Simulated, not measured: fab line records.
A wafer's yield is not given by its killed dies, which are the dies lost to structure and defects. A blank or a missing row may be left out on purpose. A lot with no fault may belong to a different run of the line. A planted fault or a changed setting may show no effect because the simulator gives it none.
Struck lot and sound lot, side by side -- flow gf180mcu -- 17 out of 602 route steps
Sound: wafers L117.2, L117.3, L117.4. Struck: wafers L120.3, L120.5 (left out: L120.6, a lot-mate that was not struck); the cause follows at the end.
Each step with rows lists, per side, the tool, then ch with its chambers, then its first start. Under that, the readings that differ: sound wafers -- struck wafers -- difference of the means -- sigmas: that difference in standard deviations of wafers without a fault.
alike: words and numbers the same on both sides, and readings whose means are apart by under 2 such deviations; not compared: readings that were withheld, readings missing a value for some wafer, numbers with overlapping values and no deviation given by the record, and bounds like >300 which may hide the same value.
Wherever a step has rows on one side only, a row that says differs or no value, or a row with sigmas, the two part there. Numbers that have no deviation but don't overlap get no sigmas and don't part them. A reading missing from all wafers of one side parts the sides only when that side holds two or more wafers.

first, 3 steps without rows for these wafers: GF_V1_EXPOSE_11 (exposes mask Via1, target cd 260 nm); GF_V1_PEB_12 (peb time 90 s); GF_V1_DEVELOP_13 (develop time 60 s).
GF_V1_CD_MEAS_14 targets a cd of 260 nm.
  sound on cd sem-02, day 21 08:58; struck on cd sem-01, day 21 23:42
  alike: cd nm
GF_V1_OVL_MEAS_15:
  sound on overlay-01, day 21 09:04; struck on overlay-01, day 21 23:47
  alike: V1_OVL
GF_V1_ETCH_16: etches BARC in N2/H2.
  sound on rie diel-01 ch 0,1,3, day 21 09:05; struck on rie diel-01 ch 0, day 21 23:49
  alike: drypump motor current A, oes product au, throttle valve pct
then, 1 step without rows for these wafers: GF_V1_ETCH_17 (etches SiO2 in C4F8/O2/Ar, stops on TiN, target depth 630 nm).
GF_V1_STRIP_18: strips in O2/N2.
  sound on plasma asher-04 ch 0,1, day 21 09:13; struck on plasma asher-03 ch 0,1, day 21 23:59
reading,sound,struck,difference,sigmas
drypump motor current A (A),5.5 5.5 5.2,6.1 6.6,+0.9,+2
  alike: heater power w, o2 flow sccm, oes product au
  not compared: rf hours counter h
then, 2 steps without rows for these wafers: GF_V1_STRIP_19 (strips in post etch residue remover, time 1200 s); GF_V1_CLEAN_20 (cleans in DIW).
GF_V1_SPUTTER_21: material Ti, target thk 15 nm, time 80.02 s.
  sound on pvd sputter-02, day 21 09:46; struck on pvd sputter-03, day 22 00:29
  alike: throttle valve pct
GF_V1_SPUTTER_22: material TiN, target thk 10 nm, time 40 s.
  sound on pvd sputter-02, day 21 09:49; struck on pvd sputter-03, day 22 00:33
  alike: throttle valve pct
GF_V1_CVD_23: deposits W, target thk 350 nm, time 105.05 s.
  sound on cvd w-01 ch 0,1, day 21 09:52; struck on cvd w-01 ch 0, day 22 00:38
  alike: heater power w
  not compared: since wet clean h
GF_V1_RS_MEAS_24: measurement is done with a four-point probe.
  sound on film metro-02, day 21 09:59; struck on film metro-04, day 22 00:44
reading,sound,struck,difference,sigmas
V1_W_RS (ohm/sq),0.328 0.324 0.331,0.420 0.426,+0.095,+26
GF_V1_THK_MEAS_25: measures by xrf.
  sound on film metro-02, day 21 10:06; struck on film metro-04, day 22 00:50
reading,sound,struck,difference,sigmas
V1_W_THK (nm),361 364 355,295 291,-67,-9
GF_V1_CMP_26: polishes, stops on SiO2, t overpolish 15 s, target thk 0 nm.
  sound on cmp-01 ch 0,1,2, day 21 10:09; struck on cmp-01 ch 1,3, day 22 00:59
  alike: motor current A, overpolish run s, retaining ring pressure frac, time to endpoint s
-- the record jumps here: 10 days lie between the struck wafers' starts before and after (it left off in module V1 and takes up again in module PASSIVATION, whose first step shown is number 602 of the route) --
GF_PASSIVATION_PROBE_99:
  rows exist in the record for the struck wafers here (prober-02, day 31 23:05), but not for the sound ones

WHERE THEY PART
First at GF_V1_STRIP_18; last, within this record, at GF_PASSIVATION_PROBE_99.

WHY: what the simulator had put in
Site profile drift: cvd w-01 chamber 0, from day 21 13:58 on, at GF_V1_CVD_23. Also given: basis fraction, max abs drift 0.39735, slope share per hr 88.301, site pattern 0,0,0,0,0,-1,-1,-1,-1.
